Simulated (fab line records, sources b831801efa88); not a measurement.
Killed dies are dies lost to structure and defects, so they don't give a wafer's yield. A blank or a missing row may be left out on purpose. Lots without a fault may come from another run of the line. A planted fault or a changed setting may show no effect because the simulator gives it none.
fab line records | flow sky130
record lots=14 wafers=42 last_day=50
route steps=708 shown LDD_LDN@301 SD_P@322 RES_XHIGH@341 SD_N@349
lots that met no fault: from a run of the same line without faults
start_h: hours from the record's first day to the start of the lot's first wafer shown | wait_h: hours since the lot's step before | " the same as in the row above | L1.1+2: a row that stands for several wafers | - no value, or no start given | * or withheld: withheld | < > ~ a bound
route shown NAME@n: a module of which the file shows steps, and the number in the route of the first | usual: mean/standard deviation of fault-free wafers | same: alike in all rows | chamber/n: place in a boat | sites: the reading at each site | _std_site: their standard deviation | _edge_site: outer sites' mean less inner sites' | radius_mm: how far each site lies from the wafer's centre | mask NAME#n: copy n | behind: the tool/chamber that last shaped the wafer | hold: why the lot was held/for how many hours/how that ended | device: the transistor (n, p or np) that didn't switch | end of line: the same wafers' tests at the end of the route | a step without rows: its recipe alone | killed: dies lost to structure and defects at the first sort, not the wafer's yield | map: a wafer's dies, x killed, . not, _ none there
set.NAME: the setting as run; set.NAME@STEP: as run at that earlier step | model.NAME: the simulator's own value behind a step, which no gauge read
steps of the route over a sample of lots; a table a step, a row a wafer
services: from which hour (start_h, from the record's first day; less than 0 if before it) a tool's chamber was out of use, for how many hours, and why
## steps
# step SKY_LDD_LDN_STRIP_12
# recipe chemistry=O2/N2 power_w=1400 pressure_mtorr=1500 platen_temp_c=withheld o2_flow_sccm=3000 n2_flow_sccm=300 overash_fraction=0.5
# usual drypump_motor_current_A=5.9/0.55 oes_product_au=0.715/0.0045 strip_time_to_endpoint_s=14.18/0.036
# same overash_fraction=0.5
# columns lot.wafer tool chamber start_h wait_h drypump_motor_current_A oes_product_au rf_hours_counter_h strip_time_to_endpoint_s
L258.2 plasma_asher-03 1 564.48 0.1 5.9 0.717 45 14.13
L258.4 " 0 " " 6.4 0.722 - 14.13
L258.6 " 1 " " 5.9 0.714 - 14.13
L259.3 plasma_asher-02 1 569.23 0.1 5.0 0.711 - 14.17
L259.5 " 1 " " 5.0 0.715 - 14.14
L259.6 " 0 " " 6.0 0.718 - 14.12
L261.2 plasma_asher-03 1 589.34 0.1 5.9 0.711 48 14.19
L261.3 " 0 " " 6.4 0.717 - 14.18
L261.6 " 1 " " 5.9 0.719 - 14.20
L260.3 plasma_asher-01 0 589.87 0.1 5.6 0.719 - 14.21
L260.4 " 1 " " 6.7 0.716 - 14.17
L260.6 " 1 " " 6.7 0.710 - 14.11
L262.2 plasma_asher-03 0 590.99 0.1 6.3 0.716 48 14.19
L262.5 " 1 " " 5.9 0.722 - 14.20
L262.6 " 0 " " 6.3 0.709 - 14.18
L263.1 plasma_asher-02 0 602.18 0.1 6.0 0.719 17 14.17
L263.3 " 1 " " 5.0 0.723 - 14.15
L263.4 " 0 " " 6.0 0.706 - 14.19
L264.4 plasma_asher-02 0 615.31 0.1 6.0 0.712 - 14.10
L264.5 " 0 " " 6.0 0.720 - 14.07
L264.6 " 1 " " 5.0 0.710 - 14.07
L266.1 plasma_asher-02 0 626.19 0.1 6.0 0.717 20 14.18
L266.3 " 0 " " 6.0 0.713 - 14.20
L266.5 " 1 " " 5.0 0.712 - 14.17
L267.3 plasma_asher-01 1 635.13 0.1 6.7 0.716 - 14.19
L267.4 " 0 " " 5.6 0.710 - 14.15
L267.6 " 1 " " 6.7 0.711 - 14.15
L268.2 plasma_asher-01 0 642.48 0.1 5.6 0.715 90 14.17
L268.3 " 0 " " 5.6 0.720 - 14.16
L268.5 " 0 " " 5.6 0.716 - 14.18
L272.2 plasma_asher-03 0 677.69 0.1 6.3 0.714 54 14.22
L272.5 " 1 " " 5.9 0.730 - 14.20
L272.6 " 0 " " 6.4 0.704 - 14.21
L275.2 plasma_asher-02 0 700.38 0.1 6.0 0.718 28 14.16
L275.5 " 0 " " 6.0 0.717 - 14.15
L275.6 " 1 " " 4.9 0.714 - 14.20
L276.4 plasma_asher-01 0 704.81 0.1 5.6 0.717 - 14.18
L276.5 " 0 " " 5.6 0.715 - 14.19
L276.6 " 1 " " 6.7 0.718 - 14.19
L277.1 plasma_asher-02 1 710.68 0.1 5.0 0.713 29 14.20
L277.3 " 1 " " 5.0 0.718 - 14.22
L277.6 " 0 " " 6.0 0.716 - 14.18
# step SKY_SD_P_COAT_02
# recipe resist=NOVOLAK spin_rpm=3000 resist_thk_nm=1140
# usual chill_plate_temp_C=22.98/0.1 dispense_pressure_kPa=48/5.4
# columns lot.wafer tool chamber start_h wait_h chill_plate_temp_C dispense_pressure_kPa
L258.2 litho_track-03 0 611.28 0.1 22.96 51
L258.4 " 0 " " 22.99 51
L258.6 " 0 " " 22.87 51
L259.3 litho_track-02 0 614.93 0.1 22.95 54
L259.5 " 0 " " 23.05 54
L259.6 " 0 " " 23.05 54
L261.2 litho_track-01 - 633.42 0.1 - -
L261.3 " - " " - -
L261.6 " - " " - -
L260.3 litho_track-02 - 635.08 0.1 - -
L260.4 " - " " - -
L260.6 " - " " - -
L262.2 litho_track-01 0 636.22 0.1 22.96 42
L262.5 " 0 " " 23.05 42
L262.6 " 0 " " 23.09 42
L263.1 litho_track-02 0 649.28 0.1 22.96 54
L263.3 " 0 " " 22.99 54
L263.4 " 0 " " 23.14 54
L264.4 litho_track-01 0 658.87 0.1 23.04 42
L264.5 " 0 " " 22.91 42
L264.6 " 0 " " 23.05 42
L266.1 litho_track-02 0 671.23 0.1 22.99 54
L266.3 " 0 " " 23.01 54
L266.5 " 0 " " 23.14 54
L267.3 litho_track-01 0 679.89 0.1 22.95 42
L267.4 " 0 " " 23.04 42
L267.6 " 0 " " 23.02 42
L268.2 litho_track-01 0 686.62 0.1 22.97 42
L268.3 " 0 " " 22.85 42
L268.5 " 0 " " 23.08 42
L272.2 litho_track-02 0 723.30 0.1 23.16 54
L272.5 " 0 " " 23.09 54
L272.6 " 0 " " 22.98 54
L275.2 litho_track-03 0 743.43 0.1 22.82 51
L275.5 " 0 " " 22.74 51
L275.6 " 0 " " 22.89 51
L276.4 litho_track-01 0 747.12 0.1 22.85 42
L276.5 " 0 " " 23.01 42
L276.6 " 0 " " 23.00 42
L277.1 litho_track-02 0 752.73 0.1 23.17 54
L277.3 " 0 " " 23.19 54
L277.6 " 0 " " 23.10 54
# step SKY_SD_P_CD_MEAS_07
# recipe target_cd_nm=380
# usual cd_nm=380.2/2.7
# columns lot.wafer tool chamber start_h wait_h cd_nm
L258.2 cd_sem-02 - 624.80 0.1 378.3
L258.4 " - " " 376.3
L258.6 " - " " 378.2
L259.3 cd_sem-01 - 629.20 0.1 379.3
L259.5 " - " " 381.7
L259.6 " - " " 377.4
L261.2 cd_sem-02 - 648.53 0.1 -
L261.3 " - " " -
L261.6 " - " " -
L260.3 cd_sem-02 - 650.05 0.1 -
L260.4 " - " " -
L260.6 " - " " -
L262.2 cd_sem-02 - 650.93 0.1 383.0
L262.5 " - " " 383.2
L262.6 " - " " 381.9
L263.1 cd_sem-02 - 663.83 0.1 379.1
L263.3 " - " " 379.2
L263.4 " - " " 377.9
L264.4 cd_sem-01 - 674.20 0.1 381.6
L264.5 " - " " 380.0
L264.6 " - " " 380.0
L266.1 cd_sem-02 - 685.16 0.1 382.8
L266.3 " - " " 384.6
L266.5 " - " " 383.2
L267.3 cd_sem-02 - 693.92 0.1 385.3
L267.4 " - " " 383.3
L267.6 " - " " 386.1
L268.2 cd_sem-02 - 701.33 0.1 382.1
L268.3 " - " " 383.0
L268.5 " - " " 380.0
L272.2 cd_sem-01 - 738.13 0.1 375.3
L272.5 " - " " 373.7
L272.6 " - " " 374.8
L275.2 cd_sem-01 - 757.31 0.1 379.8
L275.5 " - " " 377.4
L275.6 " - " " 377.3
L276.4 cd_sem-02 - 761.29 0.1 380.9
L276.5 " - " " 379.6
L276.6 " - " " 381.9
L277.1 cd_sem-02 - 767.23 0.1 384.2
L277.3 " - " " 384.0
L277.6 " - " " 383.5
# step SKY_RES_XHIGH_TW_MEAS_09
# usual RES_XHIGH_TW=1622/6.5
# columns lot.wafer tool chamber start_h wait_h RES_XHIGH_TW
L258.2 film_metro-03 - 653.94 0.1 1606
L258.4 " - " " 1613
L258.6 " - " " 1618
L259.3 film_metro-01 - 657.88 0.1 1626
L259.5 " - " " 1626
L259.6 " - " " 1630
L261.2 film_metro-04 - 677.02 0.1 2845
L261.3 " - " " 2829
L261.6 " - " " 2827
L260.3 film_metro-03 - 679.33 0.1 2848
L260.4 " - " " 2845
L260.6 " - " " 2840
L262.2 film_metro-01 - 680.22 0.1 1633
L262.5 " - " " 1634
L262.6 " - " " 1634
L263.1 film_metro-03 - 692.91 0.1 1610
L263.3 " - " " 1612
L263.4 " - " " 1611
L264.4 film_metro-04 - 703.41 0.1 1630
L264.5 " - " " 1631
L264.6 " - " " 1627
L266.1 film_metro-01 - 713.68 0.1 1614
L266.3 " - " " 1624
L266.5 " - " " 1617
L267.3 film_metro-04 - 722.23 0.1 1608
L267.4 " - " " 1621
L267.6 " - " " 1613
L268.2 film_metro-01 - 729.47 0.1 1626
L268.3 " - " " 1620
L268.5 " - " " 1617
L272.2 film_metro-01 - 766.24 0.1 1628
L272.5 " - " " 1632
L272.6 " - " " 1628
L275.2 film_metro-01 - 784.19 0.1 1619
L275.5 " - " " 1622
L275.6 " - " " 1624
L276.4 film_metro-04 - 787.94 0.1 1619
L276.5 " - " " 1615
L276.6 " - " " 1618
L277.1 film_metro-01 - 794.01 0.1 1618
L277.3 " - " " 1619
L277.6 " - " " 1620
# step SKY_SD_N_CD_MEAS_07
# recipe target_cd_nm=380
# usual cd_nm=379.3/2
# columns lot.wafer tool chamber start_h wait_h cd_nm
L258.2 cd_sem-02 - 681.58 0.1 380.3
L258.4 " - " " 380.9
L258.6 " - " " 380.4
L259.3 cd_sem-01 - 686.30 0.1 377.5
L259.5 " - " " 380.9
L259.6 " - " " 378.1
L261.2 cd_sem-01 - 705.41 0.1 378.7
L261.3 " - " " 377.9
L261.6 " - " " 377.6
L260.3 cd_sem-02 - 708.23 0.1 379.3
L260.4 " - " " 380.1
L260.6 " - " " 378.8
L262.2 cd_sem-01 - 708.51 0.1 379.5
L262.5 " - " " 377.8
L262.6 " - " " 377.8
L263.1 cd_sem-01 - 720.59 0.1 378.0
L263.3 " - " " 375.8
L263.4 " - " " 377.4
L264.4 cd_sem-01 - 730.87 0.1 374.5
L264.5 " - " " 376.7
L264.6 " - " " 376.9
L266.1 cd_sem-01 - 740.94 0.1 381.9
L266.3 " - " " 380.6
L266.5 " - " " 379.6
L267.3 cd_sem-02 - 749.73 0.1 382.3
L267.4 " - " " 380.1
L267.6 " - " " 381.5
L268.2 cd_sem-02 - 756.73 0.1 376.8
L268.3 " - " " 377.6
L268.5 " - " " 376.0
L272.2 cd_sem-02 - 792.16 0.1 381.0
L272.5 " - " " 383.6
L272.6 " - " " 382.5
L275.2 cd_sem-01 - 810.38 0.1 381.1
L275.5 " - " " 382.8
L275.6 " - " " 381.4
L276.4 cd_sem-01 - 814.02 0.1 380.6
L276.5 " - " " 377.2
L276.6 " - " " 379.5
L277.1 cd_sem-02 - 820.36 0.1 381.0
L277.3 " - " " 379.0
L277.6 " - " " 378.9
# step SKY_SD_N_TW_MEAS_12
# usual SD_N_TW=3932/23
# columns lot.wafer tool chamber start_h wait_h SD_N_TW
L258.2 film_metro-04 - 682.12 0.1 3929
L258.4 " - " " 3928
L258.6 " - " " 3923
L259.3 film_metro-04 - 686.83 0.1 3912
L259.5 " - " " 3913
L259.6 " - " " 3924
L261.2 film_metro-03 - 705.96 0.1 3928
L261.3 " - " " 3909
L261.6 " - " " 3899
L260.3 film_metro-04 - 708.77 0.1 3953
L260.4 " - " " 3934
L260.6 " - " " 3960
L262.2 film_metro-03 - 709.06 0.1 3883
L262.5 " - " " 3906
L262.6 " - " " 3902
L263.1 film_metro-04 - 721.15 0.1 3940
L263.3 " - " " 3955
L263.4 " - " " 3937
L264.4 film_metro-01 - 731.39 0.1 3921
L264.5 " - " " 3939
L264.6 " - " " 3934
L266.1 film_metro-04 - 741.50 0.1 3931
L266.3 " - " " 3936
L266.5 " - " " 3946
L267.3 film_metro-01 - 750.27 0.1 3963
L267.4 " - " " 3954
L267.6 " - " " 3936
L268.2 film_metro-04 - 757.27 0.1 3985
L268.3 " - " " 3971
L268.5 " - " " 3959
L272.2 film_metro-01 - 792.71 0.1 3915
L272.5 " - " " 3942
L272.6 " - " " 3920
L275.2 film_metro-03 - 810.92 0.1 3915
L275.5 " - " " 3904
L275.6 " - " " 3925
L276.4 film_metro-03 - 814.55 0.1 3919
L276.5 " - " " 3926
L276.6 " - " " 3909
L277.1 film_metro-01 - 820.91 0.1 3903
L277.3 " - " " 3926
L277.6 " - " " 3920
## services
# columns tool chamber start_h hours kind
plasma_asher-03 - 543.95 0.5 repair
plasma_asher-03 - 548.65 1.4 repair
plasma_asher-01 - 563.37 4.4 repair
plasma_asher-03 - 573.39 0.4 repair
plasma_asher-01 - 590.48 0.6 repair
plasma_asher-01 - 608.89 18.9 repair
plasma_asher-02 - 611.59 2.8 pm
plasma_asher-01 - 619.80 1.5 repair
plasma_asher-03 - 628.41 30.1 repair
plasma_asher-03 - 660.11 2.8 pm
plasma_asher-03 - 694.39 1.4 repair
plasma_asher-03 - 702.17 14.1 repair
plasma_asher-03 - 703.84 0.6 repair
plasma_asher-01 - 733.75 9.0 pm
plasma_asher-01 0 733.75 9.0 vent_cycle
plasma_asher-01 1 733.75 9.0 vent_cycle
plasma_asher-01 0 742.75 - clean
plasma_asher-01 1 742.75 - clean
## key
first_sign step=SKY_SD_P_COAT_02 reading=tool_record direction=missing
effect step=SKY_SD_P_CD_MEAS_07 reading=cd_nm direction=missing
effect step=SKY_RES_XHIGH_TW_MEAS_09 reading=RES_XHIGH_TW direction=up sigmas=99+ usual=1622 struck=2839
met_at SKY_SD_P_COAT_02
struck_lots L260,L261
sort_left_out L260.3,L260.4,L260.6,L261.2,L261.3,L261.6
tester_left_out L260,L261
not_acting_at SKY_LDD_LDN_STRIP_12,SKY_SD_N_CD_MEAS_07,SKY_SD_N_TW_MEAS_12
onset_between 614.93 633.42
fault kind=skipped_step_whole tool=litho_track-01,litho_track-02 chamber=- onset_h=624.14 steps=SKY_SD_P_COAT_02 scope=struck_lots_only
# tester_left_out: of these lots the tester's yield and bins aren't shown, on N5 and GAA mostly nor the transistor test; their killed dies are dies lost to structure and defects alone, not to doping, threshold or leakage, so they don't give the yield
# sort_left_out: the simulated sort isn't trusted on such a fault, so these wafers' sort isn't shown, and their yield isn't known
